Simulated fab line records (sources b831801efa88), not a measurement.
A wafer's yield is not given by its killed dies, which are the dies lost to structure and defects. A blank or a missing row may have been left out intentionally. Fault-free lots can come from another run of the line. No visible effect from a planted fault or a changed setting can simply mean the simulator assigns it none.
Comparing a struck lot with a sound one	flow gf180mcu	27 out of 602 route steps
Sound: wafers L726.1, L726.2, L726.4. Struck: wafers L728.2, L728.4, L728.5. Last of all comes the cause.
For every step that has rows: the tool of each side, followed by ch and its chambers, followed by its first start. Under that, the readings that differ: sound wafers	struck wafers	difference of the means	sigmas: that difference in standard deviations of wafers without a fault.
alike: a reading whose means differ by less than 2 such deviations, as well as words and numbers matching on both sides. not compared: withheld readings; readings where some wafer has no value; bounds like >300 that might hide an equal value; numbers whose values overlap and for which the record gives no deviation.
The two part at a step that has a row with sigmas, a row that says differs or no value, or rows on one side only. Numbers that have no deviation but don't overlap get no sigmas and don't part them. A reading missing from all wafers of one side parts the sides only when that side holds two or more wafers.

first, 3 steps without rows for these wafers: GF_STI_WET_ETCH_27 (etches Si3N4 in H3PO4, target depth 160 nm, time 1825 s); GF_STI_WET_ETCH_28 (etches SiO2 in dHF, target depth 20 nm, time 40 s); GF_STI_OXIDATION_29 (stabilise 600 s, purge 300 s, target thk 10 nm).
GF_STI_THK_MEAS_30:
  sound on film_metro-04, day 5 02:55; struck on film_metro-01, day 5 12:29
  alike: STI_OXIDATION_02_THK
then, 8 steps without rows for these wafers: GF_DNWELL_DEHYDRATE_00 (time 60 s); GF_DNWELL_HMDS_01 (prime time 60 s); GF_DNWELL_COAT_02 (resist thk 3000 nm); GF_DNWELL_SOFTBAKE_03; GF_DNWELL_EXPOSE_04 (exposes mask DNWELL, target cd 1700 nm); GF_DNWELL_PEB_05; GF_DNWELL_DEVELOP_06 (develop time 58.26 s); GF_DNWELL_IMPLANT_07.
GF_DNWELL_STRIP_08: strips in O2/N2.
  sound on plasma_asher-02 ch 0,1, day 5 16:52; struck on plasma_asher-02 ch 0,1, day 6 02:49
  no value came back on the struck wafers for any of 6 readings (chamber_pressure_mTorr (mTorr), drypump_motor_current_A (A) and others); on the sound wafers chamber_pressure_mTorr (mTorr) reads 1501.0 1499.7 1497.2
reading	sound	struck	difference	sigmas
model.coat_of_DNWELL_COAT_02.thk_nm (nm)	0 0 0	3002 3000 2999	+3000	
  not compared: rf_hours_counter_h
GF_DNWELL_TW_MEAS_09:
  sound on film_metro-04, day 5 16:58; struck on film_metro-02, day 6 02:55
  alike: DNWELL_TW
then, 7 steps without rows for these wafers: GF_NWELL_DEHYDRATE_00 (time 60 s); GF_NWELL_HMDS_01 (prime time 60 s); GF_NWELL_COAT_02 (resist thk 3000 nm); GF_NWELL_SOFTBAKE_03; GF_NWELL_EXPOSE_04 (exposes mask Nwell, target cd 860 nm); GF_NWELL_PEB_05; GF_NWELL_DEVELOP_06 (develop time 60 s).
GF_NWELL_OVL_MEAS_07:
  sound on overlay-02, day 6 07:22; struck on overlay-01, day 6 17:25
  alike: NWELL_OVL
then, 2 steps without rows for these wafers: GF_NWELL_IMPLANT_08; GF_NWELL_IMPLANT_09.
GF_NWELL_STRIP_10: strips in O2/N2.
  sound on plasma_asher-03 ch 0,1, day 6 07:42; struck on plasma_asher-01 ch 0,1, day 6 17:44
reading	sound	struck	difference	sigmas
oes_product_au (a.u.)	0.728 0.728 0.719	0.744 0.739 0.740	+0.016	+3
strip_time_to_endpoint_s (s)	37.05 36.93 36.93	81.39 81.38 81.29	+44.38	+99 or more
  alike: chamber_pressure_mTorr, drypump_motor_current_A, heater_power_w, n2_flow_sccm
  not compared: rf_hours_counter_h
GF_NWELL_TW_MEAS_11:
  sound on film_metro-03, day 6 07:48; struck on film_metro-02, day 6 17:51
reading	sound	struck	difference	sigmas
NWELL_TW	1587 1585 1584	30 30 30	-1555	-99 or more
then, 1 step without rows for these wafers: GF_LVPWELL_DEHYDRATE_00 (time 60 s).

## WHERE THEY PART
First at GF_DNWELL_STRIP_08; last, within this record, at GF_NWELL_TW_MEAS_11.

WHY: what the simulator had put in
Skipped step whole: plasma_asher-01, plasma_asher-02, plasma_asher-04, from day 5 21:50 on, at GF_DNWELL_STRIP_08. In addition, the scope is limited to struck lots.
